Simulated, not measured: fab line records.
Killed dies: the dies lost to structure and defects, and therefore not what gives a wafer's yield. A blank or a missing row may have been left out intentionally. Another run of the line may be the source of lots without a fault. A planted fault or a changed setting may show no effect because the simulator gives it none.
Chamber matching :: flow sky130 :: 4 sister chambers for SKY_LI_CONTACT_CMP_02 on cmp-02
The step polishes PSG. 8 wafers are shown with their chamber, then 8 later ones without.

== WAFERS, EACH WITH ITS CHAMBER ==
wafer: L259.5
chamber: 1
motor current A (A): 10.9
time to endpoint s (s): 38.5

wafer: L259.6
chamber: 0
motor current A (A): 12.6
time to endpoint s (s): 35.9

wafer: L260.4
chamber: 0
motor current A (A): 13.8
time to endpoint s (s): 38.5

wafer: L268.6
chamber: 3
motor current A (A): 12.9
time to endpoint s (s): 38.9

wafer: L269.2
chamber: 2
motor current A (A): 12.4
time to endpoint s (s): 36.2

wafer: L269.4
chamber: 1
motor current A (A): 11.2
time to endpoint s (s): 31.1

wafer: L269.6
chamber: 2
motor current A (A): 12.0
time to endpoint s (s): 32.2

wafer: L272.2
chamber: 3
motor current A (A): 13.2
time to endpoint s (s): 31.4

== WAFERS WHOSE CHAMBER IS MISSING ==
wafer: L272.3
motor current A (A): 10.7
time to endpoint s (s): 32.1

wafer: L272.4
motor current A (A): 11.9
time to endpoint s (s): 30.1

wafer: L274.2
motor current A (A): 13.7
time to endpoint s (s): 34.4

wafer: L274.4
motor current A (A): 13.7
time to endpoint s (s): 37.8

wafer: L274.5
motor current A (A): 13.5
time to endpoint s (s): 37.5

wafer: L276.1
motor current A (A): 11.3
time to endpoint s (s): 34.3

wafer: L276.2
motor current A (A): 11.9
time to endpoint s (s): 34.3

wafer: L276.3
motor current A (A): 13.9
time to endpoint s (s): 36.8

== WHICH CHAMBER EACH WENT THROUGH ==
wafer: L272.3
from the rows above: 1
in truth: 1

wafer: L272.4
from the rows above: can't be placed: 2 or 1 or 3
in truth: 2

wafer: L274.2
from the rows above: can't be placed: 0 or 3 or 2
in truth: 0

wafer: L274.4
from the rows above: can't be placed: 0 or 3
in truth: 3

wafer: L274.5
from the rows above: can't be placed: 0 or 3
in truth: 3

wafer: L276.1
from the rows above: can't be placed: 1 or 2
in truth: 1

wafer: L276.2
from the rows above: can't be placed: 2 or 1 or 3
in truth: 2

wafer: L276.3
from the rows above: can't be placed: 0 or 3
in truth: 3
1 of 8 placed correctly. Can't be placed from these rows: 7 (the true chamber is among the candidates in 7). 0 placed wrongly.
How it was worked out, from the rows above alone: a wafer's distance from a chamber is the root of the sum, over the readings, of the square of ((its reading less the chamber's mean) divided by the reading's scatter). The wafer belongs to the nearest chamber; if the next one is less than 2 further off, it can't be placed. The mean given for a chamber averages the wafers shown for that chamber. The scatter: take each reading less its chamber's mean, square it, sum over the shown wafers, divide by the number of wafers less the number of chambers, and take the root.
